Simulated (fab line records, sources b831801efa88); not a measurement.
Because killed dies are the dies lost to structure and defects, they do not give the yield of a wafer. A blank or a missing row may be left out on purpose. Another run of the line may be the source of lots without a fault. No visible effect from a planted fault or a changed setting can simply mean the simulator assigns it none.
Which tool did it? -- flow sky130 -- 10 lots with 30 wafers sampled at 3 steps, on a route of 708 steps

WHAT THE GAUGES READ, wafer by wafer
SKY_POLY_GATE_THK_MEAS_01.
lot,measured,on,POLY_GATE_CVD_00_THK (nm)
L385,day 13 21:13,filmMetro-03,178.8 179.5 178.7
L387,day 14 12:46,filmMetro-02,177.7 179.8 179.9
L392,day 16 02:34,filmMetro-03,180.7 181.8 181.4
L393,day 16 20:10,filmMetro-04,147.4 144.0 146.4
L394,day 17 16:31,filmMetro-02,170.9 164.8 160.9
L403,day 20 08:04,filmMetro-02,178.5 181.1 180.7
L402,day 20 09:16,filmMetro-03,181.4 181.3 181.6
L405,day 20 23:47,filmMetro-03,179.5 181.2 181.4
L406,day 21 04:14,filmMetro-04,179.6 178.8 176.8
L408,day 22 01:53,filmMetro-02,180.3 180.9 180.5

WHICH TOOL RAN EACH LOT (tool, then ch and the chambers of the sampled wafers, then the start)
lot,SKY_GATE_OXIDE_STRIP_13,SKY_POLY_GATE_CVD_00
L385,"plasmaAsher-04 ch 0,1, day 13 16:56","lpcvd-01 ch 1, day 13 20:00"
L387,"plasmaAsher-04 ch 0,1, day 14 05:05","lpcvd-01 ch 1, day 14 11:32"
L392,"plasmaAsher-01 ch 0,1, day 15 23:14","lpcvd-01 ch 0, day 16 01:17"
L393,"plasmaAsher-01 ch 0,1, day 16 15:49","lpcvd-01 ch 1, day 16 18:58"
L394,"plasmaAsher-01 ch 0,1, day 17 12:53","lpcvd-01 ch 0, day 17 15:19"
L403,"plasmaAsher-04 ch 0,1, day 20 05:05","lpcvd-01 ch 0, day 20 06:52"
L402,"plasmaAsher-01 ch 0,1, day 20 05:17","lpcvd-01 ch 1, day 20 08:04"
L405,"plasmaAsher-03 ch 0,1, day 20 20:49","lpcvd-01 ch 1, day 20 22:35"
L406,"plasmaAsher-01 ch 0,1, day 21 01:17","lpcvd-01 ch 0, day 21 03:02"
L408,"plasmaAsher-04 ch 0,1, day 21 22:20","lpcvd-01 ch 1, day 22 00:05"
- SKY_GATE_OXIDE_STRIP_13: strips in O2/N2.
- SKY_POLY_GATE_CVD_00: deposits poly-Si, target thk 180 nm, time 720 s.

WHAT THE TOOLS THEMSELVES READ (means of the sampled wafers that have a number; where no wafer has one, the mark that the record gives instead)
SKY_GATE_OXIDE_STRIP_13.
lot,tool,drypumpMotorCurrentA (A),oesProductAu (a.u.),stripTimeToEndpointS (s)
L385,plasmaAsher-04,6.1,0.715,14.22
L387,plasmaAsher-04,6.1,0.714,14.23
L392,plasmaAsher-01,5.6,0.720,14.17
L393,plasmaAsher-01,5.8,0.714,14.22
L394,plasmaAsher-01,5.6,0.716,14.17
L403,plasmaAsher-04,5.9,0.716,14.24
L402,plasmaAsher-01,5.6,0.712,14.24
L405,plasmaAsher-03,5.3,0.714,14.22
L406,plasmaAsher-01,5.8,0.712,14.15
L408,plasmaAsher-04,6.1,0.715,14.21

SKY_POLY_GATE_CVD_00.
lot,tool,spikeTcCentreC (C),spikeTcLowerC (C),spikeTcUpperC (C),zonePowerBottomPct (%),zonePowerCentrePct (%),zonePowerLowerPct (%),zonePowerUpperPct (%)
L385,lpcvd-01,623.3,621.4,619.9,13.6,9.2,9.01,8.6
L387,lpcvd-01,621.1,622.0,619.8,13.5,9.1,8.97,8.6
L392,lpcvd-01,620.3,621.3,619.5,12.5,7.6,9.45,7.3
L393,lpcvd-01,598.8,624.4,623.1,13.3,5.2,11.11,10.5
L394,lpcvd-01,597.5,624.6,623.5,12.2,4.3,11.75,9.1
L403,lpcvd-01,619.3,620.6,620.0,12.4,7.6,9.47,7.4
L402,lpcvd-01,622.3,622.4,620.3,13.5,9.0,8.99,8.6
L405,lpcvd-01,621.9,622.1,619.3,13.4,9.2,8.93,8.5
L406,lpcvd-01,618.9,621.6,619.8,12.4,7.6,9.43,7.4
L408,lpcvd-01,621.4,622.9,620.4,13.5,9.2,8.92,8.6

THE ANSWER, worked out from the rows above alone
Rule: what is usual is taken from the lots themselves. The widest of any qualifying gaps counts: lots, ordered by their means at a reading, are off when they make up no more than a third of the lots, leave a main group of 4 or more, and stand apart from it by 3 or more times the standard deviation of that group's means. Not used: any main group whose means are identical at the precision the tables above print for the reading. A lot without any number at a reading at which 4 lots or more have one is off too. All remaining lots with rows at the step are treated as sound. Order of review: gauges by route order, followed by the tools' own readings, for which a lot's mean as printed above is used. The first step at which some lot is off is used, and at that step the reading that is off furthest; a lot without a number counts as furthest.
Off: at SKY_POLY_GATE_THK_MEAS_01 (POLY_GATE_CVD_00_THK), L393, L394. The main group has a mean of 180.1 nm with a standard deviation of 1.1.
If a tool, at a process step before that reading, ran all the lots that are off and no sound lot after the first of them, it fits. Not tried: the gauges at SKY_POLY_GATE_THK_MEAS_01; whatever is off there is also off at SKY_POLY_GATE_CVD_00, on other tools, and gauge error can't account for it. No candidate that was tried fits.

WHAT THE SIMULATOR HAD PUT IN
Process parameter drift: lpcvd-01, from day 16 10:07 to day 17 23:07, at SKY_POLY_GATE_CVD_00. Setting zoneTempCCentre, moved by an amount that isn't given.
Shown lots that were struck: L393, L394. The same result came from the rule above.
